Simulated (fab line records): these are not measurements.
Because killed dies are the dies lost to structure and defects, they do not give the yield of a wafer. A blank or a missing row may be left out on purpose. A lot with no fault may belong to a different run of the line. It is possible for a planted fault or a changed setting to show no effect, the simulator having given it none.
Chamber matching    flow sfq-line    4 sister chambers for SFQ_TRILAYER_I2_VIA_ETCH_VIA_ETCH_070 on rie-diel-01
The step etches SiO2 in CHF3, stops on Nb, target depth 260 nm. 4 wafers are shown with their chamber, then 6 later ones without.

EACH WAFER AND ITS CHAMBER
wafer   chamber  oes-product-au (a.u.)
L594.5  2        0.846
L594.6  1        0.849
L599.1  0        0.855
L599.2  3        0.851

WAFERS WITH NO CHAMBER GIVEN
wafer   oes-product-au (a.u.)
L599.5  0.850
L604.1  0.855
L604.2  0.852
L605.3  0.858
L605.4  0.853
L605.6  0.858

WHICH CHAMBER EACH WENT THROUGH
wafer    from the rows above            in truth
L599.5   can't be placed: 1 or 3 or 2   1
L604.1   0                              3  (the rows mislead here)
L604.2   can't be placed: 3 or 0 or 1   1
L605.3   0                              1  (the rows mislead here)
L605.4   can't be placed: 0 or 3 or 1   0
L605.6   0                              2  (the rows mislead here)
Correct placement for 0 of the 6. Cannot be placed on the basis of these rows: 3; the candidates contain the true chamber in 3. Placed wrongly: 3.
How it was worked out, from the rows above alone: a wafer's distance from a chamber is the root of the sum, over the readings, of the square of ((its reading less the chamber's mean) divided by the reading's scatter). The wafer belongs to the nearest chamber; if the next one is less than 2 further off, it can't be placed. The mean given for a chamber averages the wafers shown for that chamber. The scatter: root of mean squared gap, hidden wafer to nearest shown wafer, with one shown wafer a chamber.
